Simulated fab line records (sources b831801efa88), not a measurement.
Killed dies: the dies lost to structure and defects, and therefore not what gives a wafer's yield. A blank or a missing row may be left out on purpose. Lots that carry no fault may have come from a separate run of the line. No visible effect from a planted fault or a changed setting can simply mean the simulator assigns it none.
A single fault, viewed from 2 desks | flow sky130 | only its own numbers are on each desk; what lay behind them is given at the end

## METROLOGY DESK
What the gauges read for every lot (on any tool): the sampled wafers with a number, averaged. Any lot whose mean is over 4 standard deviations away from the usual mean is out of limits and marked OUT; that distance is given in the brackets.
Columns: A = VIA1_OVL at SKY_VIA1_OVL_MEAS_13, usual -3 nm; B = VIA1_W_RS at SKY_VIA1_RS_MEAS_22, usual 0.425 ohm/sq; C = VIA1_W_THK at SKY_VIA1_THK_MEAS_23, usual 269 nm
lot  | first seen here | A  | B                | C
L396 | day 33 21:46    | -7 | 0.428            | 272
L398 | day 34 16:24    | -6 | 0.427            | 268
L400 | day 35 07:38    | -4 | 0.422            | 269
L401 | day 35 17:14    | 1  | 0.419            | 271
L405 | day 38 08:10    | -1 | 0.432            | 263
L407 | day 38 11:01    | -6 | 0.433            | 265
L409 | day 38 11:14    | -1 | 0.393 (-6.5) OUT | 292 (+5.4) OUT
L408 | day 38 13:45    | -7 | 0.357 (-14) OUT  | 323 (+13) OUT
L414 | day 39 13:59    | -8 | 0.429            | 271
L419 | day 41 16:08    | -5 | 0.428            | 270
This desk's finding: out of limits on L408, L409; first on L409, day 38 12:09 (VIA1_W_RS at SKY_VIA1_RS_MEAS_22). Within limits: L396, L398, L400, L401, L405, L407, L414, L419.

## AT THE TOOL OWNER'S DESK: cvdW-02
The tool's own readings at SKY_VIA1_CVD_21 (deposits W, target thk 270 nm, time 80.902 s): means of the sampled wafers that have a number, for each lot that ran on this tool. Any lot whose mean is over 4 standard deviations away from the usual mean is out of limits and marked OUT; that distance is given in the brackets.
Columns: A = heaterPowerOuterW at SKY_VIA1_CVD_21, usual 582 W; B = heaterPowerW at SKY_VIA1_CVD_21, usual 953 W
lot  | first seen here | A   | B
L396 | day 33 22:32    | 599 | 995
L405 | day 38 08:56    | 599 | 1023
L407 | day 38 11:49    | 618 | 1023
L409 | day 38 12:03    | 607 | 1012
L408 | day 38 14:34    | 592 | 1011
L419 | day 41 16:59    | 593 | 982
Finding of this desk: none of the 6 lots has anything out of limits.

## BROUGHT TOGETHER
At day 38 12:09 the metrology desk could have sounded an alarm, on L408, L409.
The tool owner's desk saw nothing out of limits.
On record at the tool owner's desk: L408, L409, within its limits.
All the named lots went through SKY_VIA1_CVD_21 on cvdW-02.

## WHAT WAS PUT IN BY THE SIMULATOR
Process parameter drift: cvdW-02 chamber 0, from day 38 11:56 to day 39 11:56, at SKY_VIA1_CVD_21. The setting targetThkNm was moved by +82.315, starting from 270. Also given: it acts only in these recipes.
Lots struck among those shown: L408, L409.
Per desk, hours elapsed from the start of the fault to the first reading out of limits: for the metrology desk, 0.
